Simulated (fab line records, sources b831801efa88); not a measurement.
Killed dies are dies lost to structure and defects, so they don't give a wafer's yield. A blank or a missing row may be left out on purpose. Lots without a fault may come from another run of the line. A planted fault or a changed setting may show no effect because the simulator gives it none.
Chamber matching | flow gf180mcu | GF_V5_CVD_02 on pecvd-04: 3 sister chambers
The step deposits SiO2 from TEOS, target thk 1450 nm, time 163.28 s. 14 wafers are shown with their chamber, then 7 later ones without.

WAFERS WITH THEIR CHAMBER
wafer  | chamber | heater_power_outer_w (W) | heater_power_w (W)
L519.3 | 2       | 286                      | 538
L519.4 | 1       | 403                      | 792
L519.5 | 2       | 329                      | 609
L520.2 | 1       | 393                      | 732
L520.4 | 2       | 332                      | 591
L520.6 | 1       | 311                      | 647
L521.1 | 1       | 338                      | 688
L521.3 | 2       | 341                      | 619
L521.4 | 2       | 244                      | 490
L529.1 | 2       | 258                      | 514
L529.2 | 1       | 429                      | 792
L529.6 | 0       | 501                      | 770
L530.1 | 2       | 295                      | 564
L530.3 | 0       | 428                      | 658

SIGNATURES (means of the wafers above)
reading              | chamber 0 | chamber 1 | chamber 2 | scatter within a chamber
heater_power_outer_w | 464.50    | 374.80    | 297.86    | 43.5
heater_power_w       | 714.00    | 730.20    | 560.71    | 58
Rule: a wafer's distance from a chamber is the root of the sum, over the readings, of the square of ((its reading less the chamber's mean) divided by the reading's scatter). The wafer belongs to the nearest chamber; if the next one is less than 2 further off, it can't be placed. The scatter: the root of (the sum of the squares of (reading less its chamber's mean) over the shown wafers, divided by (wafers less chambers)).

WAFERS WITHOUT THEIR CHAMBER
wafer  | heater_power_outer_w (W) | heater_power_w (W)
L530.5 | 497                      | 760
L533.2 | 389                      | 774
L533.5 | 311                      | 657
L533.6 | 239                      | 481
L541.1 | 333                      | 623
L541.3 | 486                      | 741
L541.4 | 528                      | 796

WHICH CHAMBER EACH WENT THROUGH
wafer  | from the rows above          | in truth
L530.5 | can't be placed: 0 or 1      | 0
L533.2 | can't be placed: 1 or 0      | 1
L533.5 | can't be placed: 2 or 1 or 0 | 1
L533.6 | 2                            | 2
L541.1 | can't be placed: 2 or 1      | 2
L541.3 | can't be placed: 0 or 1      | 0
L541.4 | can't be placed: 0 or 1      | 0
Placed correctly: 1 of 7. Can't be placed from these rows: 6 (the true chamber is among the candidates in 6). Placed wrongly: 0.
